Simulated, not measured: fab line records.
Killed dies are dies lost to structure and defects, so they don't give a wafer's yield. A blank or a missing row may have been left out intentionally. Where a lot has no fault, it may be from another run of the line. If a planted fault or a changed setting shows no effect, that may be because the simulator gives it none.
A struck lot beside a sound one	flow sky130	15 steps out of a route of 708
Sound: wafers L711.2, L711.3, L711.4. Wafers L705.1, L705.3, L705.6 were the ones struck. The cause comes at the end.
For every step that has rows: the tool of each side, followed by ch and its chambers, followed by its first start. Under that, the readings that differ: sound wafers	struck wafers	difference of the means	sigmas: that difference in standard deviations of wafers without a fault.
alike: readings whose means differ by less than 2 such deviations, and words and numbers that are the same on both sides. not compared: withheld readings, readings that some wafer has no value for, bounds like >300 that may hide the same value, and numbers for which the record gives no deviation and whose values overlap.
A row with sigmas, a row that says differs or no value, or rows on one side alone: a step with any of these is where the two part. Numbers that have no deviation but don't overlap get no sigmas and don't part them. A reading missing from all wafers of one side parts the sides only when that side holds two or more wafers.

first, 8 steps without rows for these wafers: SKY_POLY_GATE_DEHYDRATE_05 (time 60 s); SKY_POLY_GATE_HMDS_06 (prime time 60 s); SKY_POLY_GATE_COAT_07 (resist thk 110 nm); SKY_POLY_GATE_COAT_08 (resist thk 450 nm); SKY_POLY_GATE_SOFTBAKE_09 (time 90 s); SKY_POLY_GATE_EXPOSE_10 (exposes mask P1M, target cd 150 nm); SKY_POLY_GATE_PEB_11; SKY_POLY_GATE_DEVELOP_12 (develop time 60 s).
SKY_POLY_GATE_CD_MEAS_13: the cd target is 150 nm.
  sound on cd-sem-02 at day 24 10:02; struck on cd-sem-02 at day 22 20:08
  alike: cd-nm
SKY_POLY_GATE_OVL_MEAS_14:
  sound on overlay-02 at day 24 10:08; struck on overlay-02 at day 22 20:15
  alike: POLY_GATE_OVL
SKY_POLY_GATE_ETCH_15: etches BARC in N2/H2, stops on SiO2, time 118.5 s, target depth 110 nm.
  sound on rie-diel-01 ch 1,2,3, day 24 10:10; struck on rie-diel-03 ch 0,1, day 22 20:17
  alike: bias-w, chamber-pressure-mTorr, drypump-motor-current-A, h2-flow-sccm, oes-product-au, throttle-valve-pct
  not compared: rf-hours-counter-h
SKY_POLY_GATE_ETCH_16: etches Si3N4 in CH3F/O2, stops on poly-Si, time 147.5 s, target depth 75 nm.
  sound on rie-diel-01 ch 1,2,3, day 24 10:15; struck on rie-diel-03 ch 0,1, day 22 20:22
  alike: O2_flow_sccm, bias-w, drypump-motor-current-A, oes-product-au, throttle-valve-pct
  not compared: rf-hours-counter-h
SKY_POLY_GATE_ETCH_17: etches poly-Si in HBr/Cl2, stops on SiO2, target depth 180 nm, time 70.5 s.
  sound on rie-si-02 ch 0,1,3, day 24 10:20; struck on rie-si-01 ch 0,2, day 22 20:28
  no value came back on the struck wafers for any of 6 readings (HBr_flow_sccm (sccm), bias-w (W) and others); on the sound wafers HBr_flow_sccm (sccm) reads 149.5 149.7 150.6
reading	sound	struck	difference	sigmas
model.KrF-thick_of_POLY_GATE_COAT_08.thk-nm (nm)	140.2 141.5 141.3	234 236 235.1	+94	
SKY_POLY_GATE_STRIP_18: strips in O2/N2.
  sound on plasma-asher-02 ch 0,1, day 24 10:24; struck on plasma-asher-02 ch 1, day 22 20:31
reading	sound	struck	difference	sigmas
oes-product-au (a.u.)	0.351 0.366 0.360	0.407 0.407 0.404	+0.047	+11
strip-time-to-endpoint-s (s)	3.175 3.181 3.172	4.198 4.212 4.209	+1.030	+37
  alike: drypump-motor-current-A
  not compared: rf-hours-counter-h
then, 1 step without rows for these wafers: SKY_POLY_GATE_CLEAN_19 (cleans in SC1/SC2, time 150 s).

## WHERE THEY PART
At SKY_POLY_GATE_ETCH_17 first; at SKY_POLY_GATE_STRIP_18 last (within this record only).

WHY: whatever the simulator had introduced
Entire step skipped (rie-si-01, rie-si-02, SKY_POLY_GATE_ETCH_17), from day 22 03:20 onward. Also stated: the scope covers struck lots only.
